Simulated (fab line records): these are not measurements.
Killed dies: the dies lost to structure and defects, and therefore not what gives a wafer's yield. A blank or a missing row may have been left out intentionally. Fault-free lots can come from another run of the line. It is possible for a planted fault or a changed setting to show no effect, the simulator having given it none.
Which tool was responsible? + flow gf180mcu + 11 lots with 33 wafers sampled at 6 steps, on a route of 602 steps

== WHAT THE GAUGES READ, wafer by wafer ==
GF_M4_RS_MEAS_05: measures by four-point-probe.
| lot  | measured     | on            | M4_ALCU_RS (ohm/sq)  |
|------|--------------|---------------|----------------------|
| L132 | day 22 14:08 | film_metro-03 | 0.0691 0.0701 0.0697 |
| L133 | day 23 02:01 | film_metro-01 | 0.0696 0.0701 0.0697 |
| L136 | day 23 19:43 | film_metro-03 | 0.0694 0.0684 0.0686 |
| L137 | day 24 05:37 | film_metro-01 | 0.0698 0.0700 0.0702 |
| L139 | day 25 00:33 | film_metro-01 | 0.0690 0.0688 0.0688 |
| L141 | day 25 18:44 | film_metro-04 | 0.0682 0.0684 0.0684 |
| L142 | day 26 04:56 | film_metro-01 | 0.0696 0.0693 0.0691 |
| L147 | day 27 11:19 | film_metro-01 | 0.0692 0.0692 0.0689 |
| L148 | day 27 22:02 | film_metro-03 | 0.0710 0.0711 0.0705 |
| L151 | day 28 16:59 | film_metro-01 | 0.0722 0.0711 0.0699 |
| L153 | day 29 09:12 | film_metro-03 | 0.0679 0.0693 0.0694 |

GF_V4_RS_MEAS_24: measures by four-point-probe.
| lot  | measured     | on            | V4_W_RS (ohm/sq)  |
|------|--------------|---------------|-------------------|
| L132 | day 24 13:03 | film_metro-04 | 0.326 0.322 0.325 |
| L133 | day 25 01:13 | film_metro-04 | 0.329 0.329 0.328 |
| L136 | day 25 18:14 | film_metro-02 | 0.323 0.330 0.330 |
| L137 | day 26 02:32 | film_metro-03 | 0.336 0.332 0.333 |
| L139 | day 26 21:20 | film_metro-04 | 0.327 0.323 0.322 |
| L141 | day 27 14:33 | film_metro-04 | 0.333 0.332 0.329 |
| L142 | day 28 00:27 | film_metro-03 | 0.333 0.338 0.335 |
| L147 | day 29 04:55 | film_metro-03 | 0.268 0.266 0.264 |
| L148 | day 29 15:47 | film_metro-02 | 0.272 0.271 0.269 |
| L151 | day 30 09:32 | film_metro-04 | 0.270 0.269 0.267 |
| L153 | day 31 01:30 | film_metro-04 | 0.334 0.332 0.329 |

GF_V4_THK_MEAS_25: measures by xrf.
| lot  | measured     | on            | V4_W_THK (nm) |
|------|--------------|---------------|---------------|
| L132 | day 24 13:08 | film_metro-04 | 348 349 346   |
| L133 | day 25 01:20 | film_metro-04 | 345 347 345   |
| L136 | day 25 18:20 | film_metro-02 | 359 350 349   |
| L137 | day 26 02:39 | film_metro-03 | 339 342 344   |
| L139 | day 26 21:28 | film_metro-04 | 345 350 351   |
| L141 | day 27 14:40 | film_metro-04 | 339 338 343   |
| L142 | day 28 00:34 | film_metro-03 | 347 340 345   |
| L147 | day 29 05:02 | film_metro-03 | 425 431 434   |
| L148 | day 29 15:54 | film_metro-02 | 412 413 417   |
| L151 | day 30 09:38 | film_metro-04 | 423 420 426   |
| L153 | day 31 01:37 | film_metro-04 | 347 345 350   |

== EACH LOT AND THE TOOL THAT RAN IT (in order: tool; ch and the chambers of the sampled wafers; start) ==
| lot  | GF_V4_SPUTTER_21             | GF_V4_SPUTTER_22             | GF_V4_CVD_23                  |
|------|------------------------------|------------------------------|-------------------------------|
| L132 | pvd_sputter-04, day 24 12:46 | pvd_sputter-04, day 24 12:50 | cvd_w-01 ch 0,1, day 24 12:55 |
| L133 | pvd_sputter-02, day 25 00:59 | pvd_sputter-02, day 25 01:03 | cvd_w-01 ch 0,1, day 25 01:05 |
| L136 | pvd_sputter-02, day 25 18:00 | pvd_sputter-02, day 25 18:04 | cvd_w-01 ch 0,1, day 25 18:06 |
| L137 | pvd_sputter-03, day 26 02:18 | pvd_sputter-03, day 26 02:22 | cvd_w-02 ch 0,1, day 26 02:24 |
| L139 | pvd_sputter-04, day 26 21:08 | pvd_sputter-04, day 26 21:11 | cvd_w-01 ch 0,1, day 26 21:14 |
| L141 | pvd_sputter-02, day 27 14:20 | pvd_sputter-02, day 27 14:24 | cvd_w-02 ch 0,1, day 27 14:26 |
| L142 | pvd_sputter-03, day 28 00:13 | pvd_sputter-03, day 28 00:17 | cvd_w-02 ch 0, day 28 00:19   |
| L147 | pvd_sputter-03, day 29 04:43 | pvd_sputter-03, day 29 04:46 | cvd_w-02 ch 0,1, day 29 04:49 |
| L148 | pvd_sputter-02, day 29 15:34 | pvd_sputter-02, day 29 15:38 | cvd_w-02 ch 0,1, day 29 15:40 |
| L151 | pvd_sputter-04, day 30 09:17 | pvd_sputter-04, day 30 09:21 | cvd_w-02 ch 0,1, day 30 09:26 |
| L153 | pvd_sputter-03, day 31 01:16 | pvd_sputter-03, day 31 01:20 | cvd_w-01 ch 0, day 31 01:22   |
- GF_V4_SPUTTER_21: material Ti, target thk 15 nm, time 80.02 s.
- GF_V4_SPUTTER_22: material TiN, target thk 10 nm, time 40 s.
- GF_V4_CVD_23: deposits W, target thk 350 nm, time 104.9 s.

== WHAT THE TOOLS THEMSELVES READ (means of the sampled wafers that have a number; where no wafer has one, the mark that the record gives instead) ==
GF_V4_SPUTTER_21.
| lot  | tool           | throttle_valve_pct (%) |
|------|----------------|------------------------|
| L132 | pvd_sputter-04 | 29.4                   |
| L133 | pvd_sputter-02 | 30.2                   |
| L136 | pvd_sputter-02 | 29.1                   |
| L137 | pvd_sputter-03 | 29.4                   |
| L139 | pvd_sputter-04 | 29.5                   |
| L141 | pvd_sputter-02 | 30.5                   |
| L142 | pvd_sputter-03 | 29.7                   |
| L147 | pvd_sputter-03 | 29.5                   |
| L148 | pvd_sputter-02 | 30.5                   |
| L151 | pvd_sputter-04 | 29.7                   |
| L153 | pvd_sputter-03 | 30.4                   |

GF_V4_SPUTTER_22.
| lot  | tool           | throttle_valve_pct (%) |
|------|----------------|------------------------|
| L132 | pvd_sputter-04 | 29.4                   |
| L133 | pvd_sputter-02 | 30.2                   |
| L136 | pvd_sputter-02 | 29.3                   |
| L137 | pvd_sputter-03 | 29.5                   |
| L139 | pvd_sputter-04 | 29.6                   |
| L141 | pvd_sputter-02 | 30.6                   |
| L142 | pvd_sputter-03 | 29.9                   |
| L147 | pvd_sputter-03 | 29.4                   |
| L148 | pvd_sputter-02 | 30.6                   |
| L151 | pvd_sputter-04 | 29.6                   |
| L153 | pvd_sputter-03 | 30.2                   |

GF_V4_CVD_23.
| lot  | tool     | chamber_pressure_Torr (Torr) | heater_power_w (W) |
|------|----------|------------------------------|--------------------|
| L132 | cvd_w-01 | 39.97                        | 862                |
| L133 | cvd_w-01 | 40.04                        | 893                |
| L136 | cvd_w-01 | 39.94                        | 853                |
| L137 | cvd_w-02 | 40.06                        | 857                |
| L139 | cvd_w-01 | 40.09                        | 901                |
| L141 | cvd_w-02 | 39.98                        | 869                |
| L142 | cvd_w-02 | 39.93                        | 824                |
| L147 | cvd_w-02 | 60.23                        | 841                |
| L148 | cvd_w-02 | 60.30                        | 860                |
| L151 | cvd_w-02 | 60.17                        | 850                |
| L153 | cvd_w-01 | 40.04                        | 837                |

== THE ANSWER, worked out from the rows above alone ==
Rule: what is usual is taken from the lots themselves. Put in order of their means at a reading, lots are off if they are a third of the lots or fewer, leave a main group of 4 or more, and stand apart from it by a gap of 3 or more times the standard deviation of the main group's means; of several such gaps the widest counts. Not used: any main group whose means are identical at the precision the tables above print for the reading. Also off: a lot with no number at a reading for which 4 or more lots have one. All remaining lots with rows at the step are treated as sound. First the gauges in route order, then the tools' own readings, where a lot's mean is used as printed above. At the first step where some lot is off, the reading lying furthest off is the one used; lots without a number count as furthest.
Off: L147, L148, L151, at GF_V4_RS_MEAS_24 (V4_W_RS). Main group: mean 0.330 ohm/sq, sd 0.0039.
A tool fits if, at a process step before that reading, it ran every lot that is off, and no sound lot after the first of them. The gauges at GF_V4_RS_MEAS_24 aren't tried: what is off there is off at GF_V4_CVD_23 too, on other tools, and a gauge's error can't cause that. One fits: GF_V4_CVD_23 on cvd_w-02. A fault onset in the window from L142 (day 28 00:19, its last sound lot) to L147 (day 29 04:49, its first lot off) fits.
The tool's own readings at GF_V4_CVD_23 bear it out: on the lots that are off they differ by more than 5 times the standard deviation of the sound lots' means. chamber_pressure_Torr reads 60.23 Torr there against 40.01 Torr on the sound lots.

== WHAT THE SIMULATOR HAD INSERTED ==
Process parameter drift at GF_V4_CVD_23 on cvd_w-02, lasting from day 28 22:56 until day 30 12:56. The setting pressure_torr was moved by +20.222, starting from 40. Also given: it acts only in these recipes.
Lots struck among those shown: L147, L148, L151. The rule above reached the same finding.
